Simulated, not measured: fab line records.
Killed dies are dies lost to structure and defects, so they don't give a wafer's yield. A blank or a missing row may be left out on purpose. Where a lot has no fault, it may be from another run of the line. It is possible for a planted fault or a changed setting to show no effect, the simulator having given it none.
fab line records ; flow gf180mcu
record lots=12; wafers=36; last_day=34
route steps=602 shown HV_LDD@198 M1@316
lots untouched by any fault: they come from a run of this same line in which no faults occurred
start_h: the number of hours between the record's first day and the start of the first shown wafer of the lot ; wait_h: hours elapsed since this lot's preceding step ; " the same as in the row above ; L1.1+2: one row covering several wafers at once ; - no value, or no start given ; * or withheld: withheld ; < > ~ a bound
route shown NAME@n: a module of which the file shows steps, and the number in the route of the first ; usual: mean and standard deviation over wafers with no fault ; same: alike in all rows ; chamber/n: place in a boat ; sites: each site's reading ; _std_site: how widely they spread, as a standard deviation ; _edge_site: outer sites' mean less inner sites' ; radius_mm: for every site, how far away it sits from the centre of the wafer ; mask NAME#n: copy n ; behind: tool/chamber where the wafer was last shaped ; hold: reason for holding the lot/hours on hold/outcome of the hold ; device: whichever transistor did not switch (one of n, p or np) ; end of line: the same wafers' tests at the end of the route ; a step without rows: its recipe alone ; killed: count of dies lost to structure and defects at first sort (not the wafer's yield) ; map: a wafer's dies, x killed, . not, _ none there
set.NAME: the setting that was run; set.NAME@STEP: the one run at that earlier step ; model.NAME: the simulator's own value behind a step, which no gauge read
a sample of lots followed through the steps of the route, with each step as a table and each wafer as a row
services: from which hour (start_h, from the record's first day; less than 0 if before it) a tool's chamber was out of use, for how many hours, and why
## steps
# step GF_HV_LDD_STRIP_22
# recipe chemistry=O2/N2; power_w=1400; pressure_mtorr=1500; platen_temp_c=250; o2_flow_sccm=3000; n2_flow_sccm=300; overash_fraction=0.5
# usual drypump_motor_current_A=5.8/0.48; heater_power_w=343/25; oes_product_au=0.716/0.0047; strip_time_to_endpoint_s=12.63/0.039
lot.wafer;tool;chamber;start_h;wait_h;drypump_motor_current_A;heater_power_w;oes_product_au;rf_hours_counter_h;strip_time_to_endpoint_s
L310.3;plasma_asher-03;0;245.67;0.1;6.2;315;0.720;-;12.58
L310.4;plasma_asher-03;1;245.67;0.1;5.5;329;0.717;-;12.59
L310.6;plasma_asher-03;0;245.67;0.1;6.2;313;0.719;-;12.58
L312.2;plasma_asher-03;0;258.89;0.1;6.2;299;0.719;16;12.70
L312.5;plasma_asher-03;1;258.89;0.1;5.5;328;0.719;-;12.68
L312.6;plasma_asher-03;0;258.89;0.1;6.2;321;0.718;-;12.68
L313.2;plasma_asher-03;1;263.70;0.1;5.5;328;0.716;16;12.56
L313.3;plasma_asher-03;0;263.70;0.1;6.2;307;0.716;-;12.60
L313.5;plasma_asher-03;0;263.70;0.1;6.2;314;0.713;-;12.56
L314.1;plasma_asher-01;0;268.10;0.1;6.1;329;0.721;41;12.64
L314.4;plasma_asher-01;1;268.10;0.1;5.1;380;0.710;-;12.61
L314.6;plasma_asher-01;0;268.10;0.1;6.1;339;0.720;-;12.59
L315.3;plasma_asher-01;0;270.41;0.1;6.1;332;0.715;-;12.62
L315.4;plasma_asher-01;1;270.41;0.1;5.1;385;0.715;-;12.69
L315.5;plasma_asher-01;0;270.41;0.1;6.1;333;0.712;-;12.67
L318.3;plasma_asher-04;1;297.63;0.1;6.4;332;0.715;-;12.65
L318.4;plasma_asher-04;0;297.63;0.1;5.5;329;0.723;-;12.63
L318.5;plasma_asher-04;1;297.63;0.1;6.4;332;0.716;-;12.58
L319.1;plasma_asher-04;1;314.73;0.1;6.4;349;0.717;67;12.58
L319.2;plasma_asher-04;0;314.73;0.1;5.5;338;0.724;67;12.58
L319.3;plasma_asher-04;0;314.73;0.1;5.5;331;0.711;-;12.58
L323.1;plasma_asher-01;0;339.84;0.1;6.1;331;0.713;49;12.60
L323.5;plasma_asher-01;0;339.84;0.1;6.1;341;0.713;-;12.62
L323.6;plasma_asher-01;1;339.84;0.1;5.1;383;0.726;-;12.64
L324.3;plasma_asher-04;1;344.47;0.1;6.4;353;0.717;-;12.62
L324.4;plasma_asher-04;0;344.47;0.1;5.5;328;0.715;-;12.62
L324.5;plasma_asher-04;0;344.47;0.1;5.5;327;0.709;-;12.61
L325.2;plasma_asher-03;1;347.43;0.1;5.5;325;0.725;25;12.60
L325.4;plasma_asher-03;1;347.43;0.1;5.5;329;0.716;-;12.58
L325.5;plasma_asher-03;1;347.43;0.1;5.5;325;0.725;-;12.57
L331.1;plasma_asher-01;1;395.63;0.1;5.1;379;0.716;55;12.68
L331.2;plasma_asher-01;0;395.63;0.1;6.1;332;0.718;55;12.69
L331.4;plasma_asher-01;0;395.63;0.1;6.1;331;0.707;-;12.76
L332.2;plasma_asher-01;1;403.58;0.1;5.1;384;0.713;56;12.61
L332.3;plasma_asher-01;0;403.58;0.1;6.1;335;0.712;-;12.63
L332.6;plasma_asher-01;1;403.58;0.1;5.1;381;0.710;-;12.65
# step GF_HV_LDD_IMPLANT_35
# recipe species=P; energy_kev=60; dose_cm2=7.5e+12; tilt_deg=30; rotation_deg=180
# usual dose_ions_cm2=7.499e+12/8.4e+09; faraday_current_uA=42.3/0.81
lot.wafer;tool;chamber;start_h;wait_h;dose_ions_cm2;faraday_current_uA
L310.3;implanter-03;0;264.54;0.1;7.488e+12;41.9
L310.4;implanter-03;0;264.54;0.1;7.483e+12;44.0
L310.6;implanter-03;0;264.54;0.1;7.483e+12;43.0
L312.2;implanter-01;0;278.86;0.1;7.491e+12;42.4
L312.5;implanter-01;0;278.86;0.1;7.501e+12;42.7
L312.6;implanter-01;0;278.86;0.1;7.505e+12;42.4
L313.2;implanter-01;0;284.00;0.1;7.498e+12;42.8
L313.3;implanter-01;0;284.00;0.1;7.504e+12;43.6
L313.5;implanter-01;0;284.00;0.1;7.507e+12;42.8
L314.1;implanter-04;0;288.10;0.1;7.51e+12;42.5
L314.4;implanter-04;0;288.10;0.1;7.512e+12;42.1
L314.6;implanter-04;0;288.10;0.1;7.509e+12;41.7
L315.3;implanter-03;0;290.33;0.1;7.513e+12;42.5
L315.4;implanter-03;0;290.33;0.1;7.504e+12;42.5
L315.5;implanter-03;0;290.33;0.1;7.506e+12;42.2
L318.3;implanter-04;0;317.80;0.1;7.483e+12;42.5
L318.4;implanter-04;0;317.80;0.1;7.499e+12;41.1
L318.5;implanter-04;0;317.80;0.1;7.497e+12;41.5
L319.1;implanter-01;0;335.73;0.1;7.508e+12;42.0
L319.2;implanter-01;0;335.73;0.1;7.521e+12;42.5
L319.3;implanter-01;0;335.73;0.1;7.505e+12;41.9
L323.1;implanter-03;0;362.05;0.1;5.653e+12;31.4
L323.5;implanter-03;0;362.05;0.1;5.647e+12;31.0
L323.6;implanter-03;0;362.05;0.1;5.654e+12;32.4
L324.3;implanter-01;0;366.98;0.1;7.508e+12;42.2
L324.4;implanter-01;0;366.98;0.1;7.496e+12;42.6
L324.5;implanter-01;0;366.98;0.1;7.494e+12;42.0
L325.2;implanter-03;0;369.17;0.1;5.659e+12;32.5
L325.4;implanter-03;0;369.17;0.1;5.655e+12;32.2
L325.5;implanter-03;0;369.17;0.1;5.659e+12;32.4
L331.1;implanter-01;0;419.98;0.1;7.504e+12;41.3
L331.2;implanter-01;0;419.98;0.1;7.492e+12;41.5
L331.4;implanter-01;0;419.98;0.1;7.51e+12;44.2
L332.2;implanter-01;0;428.06;0.1;7.507e+12;41.1
L332.3;implanter-01;0;428.06;0.1;7.5e+12;43.4
L332.6;implanter-01;0;428.06;0.1;7.495e+12;42.6
# step GF_HV_LDD_RS_MEAS_53
# recipe thk_meas_gauge=four-point-probe
# usual HV_LDD_RS=417.9/1.3
lot.wafer;tool;chamber;start_h;wait_h;HV_LDD_RS[ohm/sq]
L310.3;film_metro-04;-;285.29;0.1;418.9
L310.4;film_metro-04;-;285.29;0.1;418.1
L310.6;film_metro-04;-;285.29;0.1;418.0
L312.2;film_metro-04;-;299.56;0.1;418.7
L312.5;film_metro-04;-;299.56;0.1;418.3
L312.6;film_metro-04;-;299.56;0.1;418.6
L313.2;film_metro-02;-;305.07;0.1;416.1
L313.3;film_metro-02;-;305.07;0.1;415.8
L313.5;film_metro-02;-;305.07;0.1;416.3
L314.1;film_metro-02;-;309.10;0.1;417.5
L314.4;film_metro-02;-;309.10;0.1;417.4
L314.6;film_metro-02;-;309.10;0.1;417.4
L315.3;film_metro-02;-;311.40;0.1;417.4
L315.4;film_metro-02;-;311.40;0.1;417.1
L315.5;film_metro-02;-;311.40;0.1;417.9
L318.3;film_metro-01;-;339.75;0.1;418.6
L318.4;film_metro-01;-;339.75;0.1;418.2
L318.5;film_metro-01;-;339.75;0.1;419.3
L319.1;film_metro-01;-;357.68;0.1;419.5
L319.2;film_metro-01;-;357.68;0.1;419.1
L319.3;film_metro-01;-;357.68;0.1;420.3
L323.1;film_metro-04;-;384.87;0.1;421.1
L323.5;film_metro-04;-;384.87;0.1;421.4
L323.6;film_metro-04;-;384.87;0.1;420.9
L324.3;film_metro-02;-;390.60;0.1;417.3
L324.4;film_metro-02;-;390.60;0.1;417.6
L324.5;film_metro-02;-;390.60;0.1;418.5
L325.2;film_metro-01;-;393.37;0.1;423.7
L325.4;film_metro-01;-;393.37;0.1;423.9
L325.5;film_metro-01;-;393.37;0.1;423.7
L331.1;film_metro-02;-;445.10;0.1;417.5
L331.2;film_metro-02;-;445.10;0.1;418.3
L331.4;film_metro-02;-;445.10;0.1;418.0
L332.2;film_metro-01;-;453.52;0.1;419.5
L332.3;film_metro-01;-;453.52;0.1;419.2
L332.6;film_metro-01;-;453.52;0.1;418.3
# step GF_M1_SPUTTER_01
# recipe material=TiN; target_thk_nm=30; power_w=6500; time_s=25; chamber_pressure_pa=0.4
# usual chamber_pressure_pa=0.4000/0.00077; throttle_valve_pct=30.3/0.73
lot.wafer;tool;chamber;start_h;wait_h;chamber_pressure_pa;throttle_valve_pct
L310.3;pvd_sputter-01;-;378.11;0.1;0.4007;30.0
L310.4;pvd_sputter-01;-;378.11;0.1;0.4009;30.3
L310.6;pvd_sputter-01;-;378.11;0.1;0.4005;29.7
L312.2;pvd_sputter-03;-;390.54;0.1;0.3997;30.4
L312.5;pvd_sputter-03;-;390.54;0.1;0.4005;30.5
L312.6;pvd_sputter-03;-;390.54;0.1;0.4008;32.0
L313.2;pvd_sputter-02;-;397.55;0.1;0.3998;31.3
L313.3;pvd_sputter-02;-;397.55;0.1;0.3991;29.7
L313.5;pvd_sputter-02;-;397.55;0.1;0.4002;29.3
L314.1;pvd_sputter-03;-;403.37;0.1;0.4005;30.3
L314.4;pvd_sputter-03;-;403.37;0.1;0.3992;30.8
L314.6;pvd_sputter-03;-;403.37;0.1;0.4002;30.7
L315.3;pvd_sputter-03;-;405.22;0.1;0.3998;30.8
L315.4;pvd_sputter-03;-;405.22;0.1;0.4007;30.5
L315.5;pvd_sputter-03;-;405.22;0.1;0.3994;30.8
L318.3;pvd_sputter-01;-;438.72;0.1;0.4002;30.1
L318.4;pvd_sputter-01;-;438.72;0.1;0.3998;29.4
L318.5;pvd_sputter-01;-;438.72;0.1;0.3996;29.6
L319.1;pvd_sputter-03;-;458.95;0.1;0.3992;32.0
L319.2;pvd_sputter-03;-;458.95;0.1;0.4002;30.5
L319.3;pvd_sputter-03;-;458.95;0.1;0.4000;30.3
L323.1;pvd_sputter-03;-;487.24;0.1;0.3992;30.4
L323.5;pvd_sputter-03;-;487.24;0.1;0.4008;30.2
L323.6;pvd_sputter-03;-;487.24;0.1;0.3999;30.7
L324.3;pvd_sputter-03;-;493.17;0.1;0.3997;30.4
L324.4;pvd_sputter-03;-;493.17;0.1;0.4011;30.1
L324.5;pvd_sputter-03;-;493.17;0.1;0.3996;30.2
L325.2;pvd_sputter-02;-;496.74;0.1;0.3997;29.4
L325.4;pvd_sputter-02;-;496.74;0.1;0.4002;31.0
L325.5;pvd_sputter-02;-;496.74;0.1;0.4005;30.3
L331.1;pvd_sputter-01;-;546.42;0.1;0.3984;29.6
L331.2;pvd_sputter-01;-;546.42;0.1;0.4002;30.3
L331.4;pvd_sputter-01;-;546.42;0.1;0.4014;29.7
L332.2;pvd_sputter-01;-;553.73;0.1;0.3993;29.5
L332.3;pvd_sputter-01;-;553.73;0.1;0.3997;29.0
L332.6;pvd_sputter-01;-;553.73;0.1;0.4010;29.7
# step GF_M1_SPUTTER_04
# recipe material=TiN; target_thk_nm=50; power_w=6500; time_s=41.7; chamber_pressure_pa=0.4
# usual chamber_pressure_pa=0.3999/0.0008; throttle_valve_pct=30.3/0.76
lot.wafer;tool;chamber;start_h;wait_h;chamber_pressure_pa;throttle_valve_pct
L310.3;pvd_sputter-01;-;378.19;0.0;0.4010;30.1
L310.4;pvd_sputter-01;-;378.19;0.0;0.3990;30.1
L310.6;pvd_sputter-01;-;378.19;0.0;0.4004;29.6
L312.2;pvd_sputter-03;-;390.62;0.0;0.4018;30.4
L312.5;pvd_sputter-03;-;390.62;0.0;0.4003;30.8
L312.6;pvd_sputter-03;-;390.62;0.0;0.4003;32.0
L313.2;pvd_sputter-02;-;397.63;0.0;0.4007;30.9
L313.3;pvd_sputter-02;-;397.63;0.0;0.3995;29.4
L313.5;pvd_sputter-02;-;397.63;0.0;0.3982;29.4
L314.1;pvd_sputter-03;-;403.45;0.0;0.4010;30.1
L314.4;pvd_sputter-03;-;403.45;0.0;0.4008;30.6
L314.6;pvd_sputter-03;-;403.45;0.0;0.4005;30.4
L315.3;pvd_sputter-03;-;405.30;0.0;0.4001;30.4
L315.4;pvd_sputter-03;-;405.30;0.0;0.3996;30.4
L315.5;pvd_sputter-03;-;405.30;0.0;0.3987;30.4
L318.3;pvd_sputter-01;-;438.80;0.0;0.3994;30.0
L318.4;pvd_sputter-01;-;438.80;0.0;0.3993;29.6
L318.5;pvd_sputter-01;-;438.80;0.0;0.3996;29.9
L319.1;pvd_sputter-03;-;459.03;0.0;0.3986;31.7
L319.2;pvd_sputter-03;-;459.03;0.0;0.4001;30.6
L319.3;pvd_sputter-03;-;459.03;0.0;0.3999;30.1
L323.1;pvd_sputter-03;-;487.32;0.0;0.3993;30.8
L323.5;pvd_sputter-03;-;487.32;0.0;0.3992;30.4
L323.6;pvd_sputter-03;-;487.32;0.0;0.3999;30.6
L324.3;pvd_sputter-03;-;493.25;0.0;0.3981;30.3
L324.4;pvd_sputter-03;-;493.25;0.0;0.3991;30.5
L324.5;pvd_sputter-03;-;493.25;0.0;0.4002;30.3
L325.2;pvd_sputter-02;-;496.83;0.0;0.3987;29.5
L325.4;pvd_sputter-02;-;496.83;0.0;0.3990;31.1
L325.5;pvd_sputter-02;-;496.83;0.0;0.3997;30.4
L331.1;pvd_sputter-01;-;546.50;0.0;0.4010;29.4
L331.2;pvd_sputter-01;-;546.50;0.0;0.4008;30.2
L331.4;pvd_sputter-01;-;546.50;0.0;0.3997;29.4
L332.2;pvd_sputter-01;-;553.81;0.0;0.4004;29.6
L332.3;pvd_sputter-01;-;553.81;0.0;0.4004;29.7
L332.6;pvd_sputter-01;-;553.81;0.0;0.4000;29.6
## services
tool;chamber;start_h;hours;kind
implanter-04;-;236.02;1.6;repair
pvd_sputter-03;-;245.79;5.3;repair
implanter-03;-;272.40;6.3;pm
pvd_sputter-02;-;290.24;3.3;repair
implanter-03;-;296.96;4.3;pm
implanter-01;-;299.78;2.7;pm
plasma_asher-04;-;307.00;0.6;repair
plasma_asher-03;-;352.60;9.5;repair
pvd_sputter-01;-;378.25;1.2;repair
plasma_asher-03;-;390.03;10.4;repair
plasma_asher-04;-;403.24;0.7;repair
implanter-03;-;418.82;5.2;repair
plasma_asher-04;-;421.25;9.0;pm
implanter-01;-;425.85;1.6;repair
pvd_sputter-03;-;443.05;3.8;repair
pvd_sputter-03;-;479.00;2.3;repair
pvd_sputter-01;-;490.14;5.4;repair
implanter-03;-;502.35;5.6;repair
pvd_sputter-02;-;509.83;4.9;repair
pvd_sputter-02;-;516.48;3.0;repair
implanter-01;-;517.19;3.6;repair
pvd_sputter-03;-;524.22;0.6;repair
implanter-03;-;526.86;1.9;repair
implanter-03;-;542.90;1.2;repair
## key
first_sign step=GF_HV_LDD_IMPLANT_35; reading=dose_ions_cm2; direction=down; sigmas=99+; usual=7.499e+12; struck=5.655e+12
effect step=GF_HV_LDD_IMPLANT_35; reading=faraday_current_uA; direction=down; sigmas=13; usual=42.3; struck=32.0
effect step=GF_HV_LDD_RS_MEAS_53; reading=HV_LDD_RS; direction=up; sigmas=3.6; usual=417.9; struck=422.5
met_at GF_HV_LDD_IMPLANT_35
struck_lots L323,L325
tester_left_out L323,L325
not_acting_at GF_HV_LDD_STRIP_22,GF_M1_SPUTTER_01,GF_M1_SPUTTER_04
onset_between 290.33 362.05
fault kind=process_parameter_drift; tool=implanter-03; chamber=-; onset_h=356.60; steps=GF_HV_LDD_IMPLANT_35; channel=dose_cm2; offset=-1.8424e+12; shape=step; end_h=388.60; acts_in=these_recipes_only; stated=7.5e+12
# tester_left_out: of these lots the tester's yield and bins aren't shown, on N5 and GAA mostly nor the transistor test; their killed dies are dies lost to structure and defects alone, not to doping, threshold or leakage, so they don't give the yield
